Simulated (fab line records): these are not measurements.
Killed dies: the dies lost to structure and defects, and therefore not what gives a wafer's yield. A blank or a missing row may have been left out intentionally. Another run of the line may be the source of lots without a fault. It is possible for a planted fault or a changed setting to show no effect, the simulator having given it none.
fab line records || flow sky130 || part 2 of 2: steps 44 to 44 of 44
record: {"lots": 7, "wafers": 21, "last_day": 50}
route steps=708 shown DNWELL@35 PWDE@45 NWELL@56 PAD_OPEN@708
lots that met no fault: taken from a fault-free run of the same line
start_h: hours from the record's first day to the start of the lot's first wafer shown || wait_h: how many hours have passed since the lot's step before this one || " repeats the value in the row above || L1.1+2: several wafers, shown together as one row || - no value present, or no start provided || * or withheld: withheld || < > ~ a bound
route shown NAME@n: NAME is a module with steps in the file, n the number in the route of the first one || usual: mean and standard deviation over wafers with no fault || same: alike in all rows || chamber/n: place in a boat || sites: each site's reading || _std_site: the standard deviation of these || _edge_site: mean of outer sites minus mean of inner sites || radius_mm: how far each site lies from the wafer's centre || mask NAME#n: copy n || behind: the last tool/chamber to shape the wafer || hold: reason for holding the lot/hours on hold/outcome of the hold || device: whichever transistor did not switch (one of n, p or np) || end of line: the same wafers' tests at the end of the route || where a step has no rows: the recipe by itself || killed: not the wafer's yield, but the dies lost to structure and defects at the first sort || map: the dies of a wafer, with x for killed, . for not killed, _ for no die there
set.NAME: the setting as run; set.NAME@STEP: as run at that earlier step || model.NAME: the simulator's own value behind a step, which no gauge read
certain route steps with their lots: each step a table, each wafer a row
services: a tool's chamber out of use, with start hour (start_h, from the record's first day; less than 0 if before it), hours out, and reason
== steps ==
step: SKY_PAD_OPEN_PROBE_99
usual: {"killed_at_M0_to_M3": "42/6.7", "killed_at_M4_up": "3.4/2", "killed_at_contacts": "24/5.1", "killed_at_front_end": "14/4.2", "killed_at_other": "0.2/0.49", "killed_dies": "84/8.4", "killed_on_rim": "17/3.6", "killed_open": "46/7", "killed_short": "39/5.8"}
same: {"gross_dies": 492, "killed_at_back_side": 0}
{"lot.wafer": "L987.1", "tool": "prober-02", "chamber": "-", "start_h": 1105.61, "wait_h": 0.1, "hold": "-", "killed_at_M0_to_M3": 40, "killed_at_M4_up": 3, "killed_at_contacts": 20, "killed_at_front_end": 11, "killed_at_other": 0, "killed_dies": 74, "killed_on_rim": 15, "killed_open": 41, "killed_short": 33}
{"lot.wafer": "L987.4", "tool": "prober-02", "chamber": "-", "start_h": 1105.76, "wait_h": 0.2, "hold": "-", "killed_at_M0_to_M3": 27, "killed_at_M4_up": 6, "killed_at_contacts": 27, "killed_at_front_end": 17, "killed_at_other": 1, "killed_dies": 78, "killed_on_rim": 15, "killed_open": 50, "killed_short": 28}
{"lot.wafer": "L987.5", "tool": "prober-02", "chamber": "-", "start_h": 1105.81, "wait_h": 0.2, "hold": "-", "killed_at_M0_to_M3": 39, "killed_at_M4_up": 5, "killed_at_contacts": 25, "killed_at_front_end": 7, "killed_at_other": 0, "killed_dies": 76, "killed_on_rim": 13, "killed_open": 45, "killed_short": 31}
{"lot.wafer": "L992.1", "tool": "prober-02", "chamber": "-", "start_h": 1136.31, "wait_h": 0.1, "hold": "-", "killed_at_M0_to_M3": 35, "killed_at_M4_up": 6, "killed_at_contacts": 14, "killed_at_front_end": 22, "killed_at_other": 0, "killed_dies": 77, "killed_on_rim": 17, "killed_open": 42, "killed_short": 35}
{"lot.wafer": "L992.2", "tool": "prober-02", "chamber": "-", "start_h": 1136.36, "wait_h": 0.1, "hold": "-", "killed_at_M0_to_M3": 42, "killed_at_M4_up": 5, "killed_at_contacts": 24, "killed_at_front_end": 14, "killed_at_other": 0, "killed_dies": 85, "killed_on_rim": 17, "killed_open": 40, "killed_short": 45}
{"lot.wafer": "L992.3", "tool": "prober-02", "chamber": "-", "start_h": 1136.41, "wait_h": 0.2, "hold": "-", "killed_at_M0_to_M3": 33, "killed_at_M4_up": 2, "killed_at_contacts": 20, "killed_at_front_end": 10, "killed_at_other": 1, "killed_dies": 66, "killed_on_rim": 18, "killed_open": 34, "killed_short": 32}
{"lot.wafer": "L998.3", "tool": "prober-01", "chamber": "-", "start_h": 1177.38, "wait_h": 0.2, "hold": "await_dispo/2.6h/scrap", "killed_at_M0_to_M3": 51, "killed_at_M4_up": 6, "killed_at_contacts": 18, "killed_at_front_end": 417, "killed_at_other": 0, "killed_dies": 492, "killed_on_rim": 96, "killed_open": 44, "killed_short": 41}
{"lot.wafer": "L998.5", "tool": "prober-01", "chamber": "-", "start_h": 1177.48, "wait_h": 0.2, "hold": "await_dispo/2.6h/scrap", "killed_at_M0_to_M3": 44, "killed_at_M4_up": 5, "killed_at_contacts": 19, "killed_at_front_end": 424, "killed_at_other": 0, "killed_dies": 492, "killed_on_rim": 96, "killed_open": 51, "killed_short": 29}
{"lot.wafer": "L998.6", "tool": "prober-01", "chamber": "-", "start_h": 1177.53, "wait_h": 0.2, "hold": "await_dispo/2.6h/scrap", "killed_at_M0_to_M3": 39, "killed_at_M4_up": 3, "killed_at_contacts": 23, "killed_at_front_end": 427, "killed_at_other": 0, "killed_dies": 492, "killed_on_rim": 96, "killed_open": 42, "killed_short": 39}
{"lot.wafer": "L999.2", "tool": "prober-02", "chamber": "-", "start_h": 1181.86, "wait_h": 0.1, "hold": "await_dispo/1.0h/scrap", "killed_at_M0_to_M3": 37, "killed_at_M4_up": 5, "killed_at_contacts": 24, "killed_at_front_end": 426, "killed_at_other": 0, "killed_dies": 492, "killed_on_rim": 96, "killed_open": 41, "killed_short": 32}
{"lot.wafer": "L999.4", "tool": "prober-02", "chamber": "-", "start_h": 1181.96, "wait_h": 0.2, "hold": "await_dispo/1.0h/scrap", "killed_at_M0_to_M3": 43, "killed_at_M4_up": 2, "killed_at_contacts": 16, "killed_at_front_end": 431, "killed_at_other": 0, "killed_dies": 492, "killed_on_rim": 96, "killed_open": 40, "killed_short": 39}
{"lot.wafer": "L999.5", "tool": "prober-02", "chamber": "-", "start_h": 1182.01, "wait_h": 0.2, "hold": "await_dispo/1.0h/scrap", "killed_at_M0_to_M3": 24, "killed_at_M4_up": 8, "killed_at_contacts": 19, "killed_at_front_end": 439, "killed_at_other": 2, "killed_dies": 492, "killed_on_rim": 96, "killed_open": 28, "killed_short": 42}
{"lot.wafer": "L100.3", "tool": "prober-01", "chamber": "-", "start_h": 1183.86, "wait_h": 0.2, "hold": "await_dispo/1.9h/scrap", "killed_at_M0_to_M3": 47, "killed_at_M4_up": 3, "killed_at_contacts": 20, "killed_at_front_end": 421, "killed_at_other": 1, "killed_dies": 492, "killed_on_rim": 96, "killed_open": 58, "killed_short": 38}
{"lot.wafer": "L100.4", "tool": "prober-01", "chamber": "-", "start_h": 1183.91, "wait_h": 0.2, "hold": "await_dispo/1.9h/scrap", "killed_at_M0_to_M3": 46, "killed_at_M4_up": 3, "killed_at_contacts": 19, "killed_at_front_end": 424, "killed_at_other": 0, "killed_dies": 492, "killed_on_rim": 96, "killed_open": 43, "killed_short": 37}
{"lot.wafer": "L100.5", "tool": "prober-01", "chamber": "-", "start_h": 1183.96, "wait_h": 0.2, "hold": "await_dispo/1.9h/scrap", "killed_at_M0_to_M3": 41, "killed_at_M4_up": 3, "killed_at_contacts": 25, "killed_at_front_end": 423, "killed_at_other": 0, "killed_dies": 492, "killed_on_rim": 96, "killed_open": 47, "killed_short": 40}
{"lot.wafer": "L102.1", "tool": "prober-01", "chamber": "-", "start_h": 1188.60, "wait_h": 0.1, "hold": "-", "killed_at_M0_to_M3": 39, "killed_at_M4_up": 3, "killed_at_contacts": 23, "killed_at_front_end": 15, "killed_at_other": 0, "killed_dies": 80, "killed_on_rim": 12, "killed_open": 48, "killed_short": 32}
{"lot.wafer": "L102.2", "tool": "prober-01", "chamber": "-", "start_h": 1188.65, "wait_h": 0.1, "hold": "-", "killed_at_M0_to_M3": 38, "killed_at_M4_up": 2, "killed_at_contacts": 23, "killed_at_front_end": 15, "killed_at_other": 0, "killed_dies": 78, "killed_on_rim": 11, "killed_open": 42, "killed_short": 36}
{"lot.wafer": "L102.3", "tool": "prober-01", "chamber": "-", "start_h": 1188.70, "wait_h": 0.2, "hold": "-", "killed_at_M0_to_M3": 39, "killed_at_M4_up": 0, "killed_at_contacts": 18, "killed_at_front_end": 14, "killed_at_other": 2, "killed_dies": 73, "killed_on_rim": 12, "killed_open": 37, "killed_short": 36}
{"lot.wafer": "L104.2", "tool": "prober-01", "chamber": "-", "start_h": 1199.49, "wait_h": 0.1, "hold": "-", "killed_at_M0_to_M3": 36, "killed_at_M4_up": 5, "killed_at_contacts": 18, "killed_at_front_end": 15, "killed_at_other": 0, "killed_dies": 74, "killed_on_rim": 15, "killed_open": 37, "killed_short": 37}
{"lot.wafer": "L104.3", "tool": "prober-01", "chamber": "-", "start_h": 1199.54, "wait_h": 0.2, "hold": "-", "killed_at_M0_to_M3": 48, "killed_at_M4_up": 4, "killed_at_contacts": 32, "killed_at_front_end": 4, "killed_at_other": 0, "killed_dies": 88, "killed_on_rim": 14, "killed_open": 46, "killed_short": 42}
{"lot.wafer": "L104.5", "tool": "prober-01", "chamber": "-", "start_h": 1199.64, "wait_h": 0.2, "hold": "-", "killed_at_M0_to_M3": 46, "killed_at_M4_up": 2, "killed_at_contacts": 20, "killed_at_front_end": 17, "killed_at_other": 0, "killed_dies": 85, "killed_on_rim": 16, "killed_open": 47, "killed_short": 38}
killed by level:class
L987.1 VIA3:geometric_particle:open=9 VIA1:geometric_particle:open=8 CONTACT:geometric_particle:open=6 METAL1:geometric_particle:short=5 LI_CONTACT:geometric_particle:open=5 VIA1:geometric_particle:short=5 POLY_GATE:geometric_particle:short=4 LOCAL_INTERCONNECT:geometric_particle:short=4
L987.4 CONTACT:geometric_particle:open=11 LI_CONTACT:geometric_particle:open=7 VIA1:geometric_particle:open=7 FIELD_ISO:geometric_particle:open=6 POLY_GATE:geometric_particle:open=5 METAL4:geometric_particle:short=4 LOCAL_INTERCONNECT:geometric_particle:short=4 VIA2:geometric_particle:open=4
L987.5 VIA2:geometric_particle:open=11 CONTACT:geometric_particle:open=9 LI_CONTACT:geometric_particle:open=8 VIA1:geometric_particle:short=8 VIA3:geometric_particle:open=5 METAL4:geometric_particle:short=5 VIA3:geometric_particle:short=4 VIA1:geometric_particle:open=4
L992.1 FIELD_ISO:geometric_particle:open=10 VIA1:geometric_particle:open=6 FIELD_ISO:geometric_particle:short=5 VIA1:geometric_particle:short=5 VIA3:geometric_particle:open=5 METAL4:geometric_particle:short=5 LI_CONTACT:geometric_particle:open=4 CONTACT:geometric_particle:open=4
L992.2 VIA3:geometric_particle:open=7 FIELD_ISO:geometric_particle:short=6 LI_CONTACT:geometric_particle:open=6 VIA1:geometric_particle:open=6 LI_CONTACT:geometric_particle:short=5 CONTACT:geometric_particle:open=5 METAL1:geometric_particle:short=5 VIA2:geometric_particle:open=4
L992.3 CONTACT:geometric_particle:open=9 METAL2:geometric_particle:short=8 METAL1:geometric_particle:short=6 VIA1:geometric_particle:open=6 VIA2:geometric_particle:open=4 FIELD_ISO:geometric_particle:short=3 LI_CONTACT:geometric_particle:open=3 LOCAL_INTERCONNECT:geometric_particle:short=3
L998.3 PWDE:area_expose=407 VIA3:geometric_particle:open=11 CONTACT:geometric_particle:open=10 VIA2:geometric_particle:short=7 VIA2:geometric_particle:open=7 VIA1:geometric_particle:open=5 METAL4:geometric_particle:short=5 METAL3:geometric_particle:short=5
L998.5 PWDE:area_expose=412 VIA1:geometric_particle:open=13 LI_CONTACT:geometric_particle:open=9 CONTACT:geometric_particle:open=8 VIA3:geometric_particle:open=6 METAL2:geometric_particle:short=5 POLY_GATE:geometric_particle:open=4 METAL1:geometric_particle:short=4
L998.6 PWDE:area_expose=411 VIA1:geometric_particle:open=8 LI_CONTACT:geometric_particle:short=7 VIA2:geometric_particle:open=7 METAL1:geometric_particle:short=6 POLY_GATE:geometric_particle:open=5 VIA3:geometric_particle:open=5 LOCAL_INTERCONNECT:geometric_particle:short=5
L999.2 PWDE:area_expose=419 CONTACT:geometric_particle:open=9 VIA2:geometric_particle:open=8 CONTACT:geometric_particle:short=7 METAL2:geometric_particle:short=7 VIA1:geometric_particle:open=6 LI_CONTACT:geometric_particle:open=5 VIA3:geometric_particle:open=4
L999.4 PWDE:area_expose=413 VIA1:geometric_particle:open=8 VIA3:geometric_particle:open=8 METAL1:geometric_particle:short=7 METAL2:geometric_particle:short=7 FIELD_ISO:geometric_particle:short=6 POLY_GATE:geometric_particle:open=5 CONTACT:geometric_particle:open=4
L999.5 PWDE:area_expose=422 VIA1:geometric_particle:open=8 FIELD_ISO:geometric_particle:short=7 METAL4:geometric_particle:short=5 CONTACT:geometric_particle:short=4 CONTACT:geometric_particle:open=4 FIELD_ISO:geometric_particle:open=3 POLY_GATE:geometric_particle:short=3
L100.3 PWDE:area_expose=396 VIA1:geometric_particle:open=12 METAL1:geometric_particle:short=10 LI_CONTACT:geometric_particle:open=9 CONTACT:geometric_particle:open=7 VIA1:geometric_particle:short=6 METAL2:geometric_particle:short=6 FIELD_ISO:geometric_particle:open=5
L100.4 PWDE:area_expose=412 VIA3:geometric_particle:open=8 VIA2:geometric_particle:open=7 VIA1:geometric_particle:open=7 METAL2:geometric_particle:short=5 POLY_GATE:geometric_particle:open=4 LI_CONTACT:geometric_particle:short=4 LI_CONTACT:geometric_particle:open=4
L100.5 PWDE:area_expose=405 CONTACT:geometric_particle:open=8 VIA3:geometric_particle:open=7 LI_CONTACT:geometric_particle:open=7 METAL1:geometric_particle:short=6 METAL2:geometric_particle:short=6 VIA2:geometric_particle:open=6 FIELD_ISO:geometric_particle:open=5
L102.1 CONTACT:geometric_particle:open=10 VIA2:geometric_particle:open=10 VIA3:geometric_particle:open=7 FIELD_ISO:geometric_particle:open=5 VIA1:geometric_particle:short=5 METAL1:geometric_particle:open=4 VIA1:geometric_particle:open=4 FIELD_ISO:geometric_particle:short=3
L102.2 CONTACT:geometric_particle:open=10 FIELD_ISO:geometric_particle:open=5 LI_CONTACT:geometric_particle:open=5 METAL1:geometric_particle:short=5 VIA1:geometric_particle:open=5 VIA2:geometric_particle:short=5 VIA1:geometric_particle:short=5 VIA3:geometric_particle:open=4
L102.3 VIA3:geometric_particle:open=11 CONTACT:geometric_particle:open=7 POLY_GATE:geometric_particle:short=6 LI_CONTACT:geometric_particle:open=6 VIA3:geometric_particle:short=6 METAL2:geometric_particle:short=4 METAL3:geometric_particle:short=4 POLY_GATE:geometric_particle:open=3
L104.2 VIA3:geometric_particle:short=7 CONTACT:geometric_particle:open=6 VIA1:geometric_particle:open=6 VIA2:geometric_particle:open=6 LOCAL_INTERCONNECT:geometric_particle:short=5 POLY_GATE:geometric_particle:short=4 VIA2:geometric_particle:short=4 METAL4:geometric_particle:short=4
L104.3 LI_CONTACT:geometric_particle:open=12 METAL1:geometric_particle:short=10 VIA1:geometric_particle:open=9 CONTACT:geometric_particle:open=8 VIA1:geometric_particle:short=6 LOCAL_INTERCONNECT:geometric_particle:short=4 CONTACT:geometric_particle:short=4 VIA2:geometric_particle:open=4
L104.5 VIA1:geometric_particle:open=10 VIA2:geometric_particle:open=8 METAL2:geometric_particle:short=6 VIA3:geometric_particle:open=6 LI_CONTACT:geometric_particle:open=5 METAL1:geometric_particle:short=5 POLY_GATE:geometric_particle:short=4 POLY_GATE:geometric_particle:open=4
map L998.3 (x killed, . not)
__________xxxxxxxxxx_________
________xxxxxxxxxxxxxx_______
______xxxxxxxxxxxxxxxxxx_____
_____xxxxxxxxxxxxxxxxxxxx____
____xxxxxxxxxxxxxxxxxxxxxx___
___xxxxxxxxxxxxxxxxxxxxxxxx__
__xxxxxxxxxxxxxxxxxxxxxxxxxx_
_xxxxxxxxxxxxxxxxxxxxxxxxxxxx
_xxxxxxxxxxxxxxxxxxxxxxxxxxxx
_xxxxxxxxxxxxxxxxxxxxxxxxxxxx
_xxxxxxxxxxxxxxxxxxxxxxxxxxxx
_xxxxxxxxxxxxxxxxxxxxxxxxxxxx
_xxxxxxxxxxxxxxxxxxxxxxxxxxxx
_xxxxxxxxxxxxxxxxxxxxxxxxxxxx
_xxxxxxxxxxxxxxxxxxxxxxxxxxxx
__xxxxxxxxxxxxxxxxxxxxxxxxxx_
___xxxxxxxxxxxxxxxxxxxxxxxx__
____xxxxxxxxxxxxxxxxxxxxxx___
_____xxxxxxxxxxxxxxxxxxxx____
______xxxxxxxxxxxxxxxxxx_____
________xxxxxxxxxxxxxx_______
__________xxxxxxxxxx_________
map L999.2 (x killed, . not)
__________xxxxxxxxxx_________
________xxxxxxxxxxxxxx_______
______xxxxxxxxxxxxxxxxxx_____
_____xxxxxxxxxxxxxxxxxxxx____
____xxxxxxxxxxxxxxxxxxxxxx___
___xxxxxxxxxxxxxxxxxxxxxxxx__
__xxxxxxxxxxxxxxxxxxxxxxxxxx_
_xxxxxxxxxxxxxxxxxxxxxxxxxxxx
_xxxxxxxxxxxxxxxxxxxxxxxxxxxx
_xxxxxxxxxxxxxxxxxxxxxxxxxxxx
_xxxxxxxxxxxxxxxxxxxxxxxxxxxx
_xxxxxxxxxxxxxxxxxxxxxxxxxxxx
_xxxxxxxxxxxxxxxxxxxxxxxxxxxx
_xxxxxxxxxxxxxxxxxxxxxxxxxxxx
_xxxxxxxxxxxxxxxxxxxxxxxxxxxx
__xxxxxxxxxxxxxxxxxxxxxxxxxx_
___xxxxxxxxxxxxxxxxxxxxxxxx__
____xxxxxxxxxxxxxxxxxxxxxx___
_____xxxxxxxxxxxxxxxxxxxx____
______xxxxxxxxxxxxxxxxxx_____
________xxxxxxxxxxxxxx_______
__________xxxxxxxxxx_________
== services ==
{"tool": "plasma_asher-01", "chamber": "-", "start_h": 61.26, "hours": 5.0, "kind": "repair"}
{"tool": "plasma_asher-01", "chamber": "-", "start_h": 93.36, "hours": 2.8, "kind": "pm"}
{"tool": "plasma_asher-01", "chamber": "-", "start_h": 108.75, "hours": 9.0, "kind": "pm"}
{"tool": "plasma_asher-01", "chamber": 0, "start_h": 108.75, "hours": 9.0, "kind": "vent_cycle"}
{"tool": "plasma_asher-01", "chamber": 1, "start_h": 108.75, "hours": 9.0, "kind": "vent_cycle"}
{"tool": "plasma_asher-01", "chamber": 0, "start_h": 117.75, "hours": "-", "kind": "clean"}
{"tool": "plasma_asher-01", "chamber": 1, "start_h": 117.75, "hours": "-", "kind": "clean"}
{"tool": "plasma_asher-02", "chamber": "-", "start_h": 158.28, "hours": 8.8, "kind": "repair"}
{"tool": "plasma_asher-02", "chamber": "-", "start_h": 191.94, "hours": 1.1, "kind": "repair"}
== key ==
first_sign: {"step": "SKY_PWDE_COAT_02", "reading": "tool_record", "direction": "missing"}
effect: {"step": "SKY_PWDE_OVL_MEAS_07", "reading": "PWDE_OVL", "direction": "missing"}
effect: {"step": "SKY_NWELL_TW_MEAS_26", "reading": "NWELL_2_TW", "direction": "up", "sigmas": 9.8, "usual": 496, "struck": 550}
effect: {"step": "SKY_PAD_OPEN_PROBE_99", "reading": "killed_at_front_end", "direction": "up", "sigmas": 98, "usual": 14, "struck": 426}
more_kills_born_at: {"SKY_PWDE_EXPOSE_04@iline_stepper-01": 2467, "SKY_PWDE_EXPOSE_04@iline_stepper-02": 1230}
met_at SKY_PWDE_COAT_02
struck_wafers L998.3,L998.5,L998.6,L999.2,L999.4,L999.5,L100.3,L100.4,L100.5
tester_left_out L998,L999,L100
onset_between 113.64 153.39
fault: {"kind": "skipped_step_whole", "tool": "litho_track-02,litho_track-04", "chamber": "-", "onset_h": 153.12, "steps": "SKY_PWDE_COAT_02", "scope": "struck_lots_only"}
tester_left_out: of these lots the tester's yield and bins aren't shown, on N5 and GAA mostly nor the transistor test; their killed dies are dies lost to structure and defects alone, not to doping, threshold or leakage, so they don't give the yield
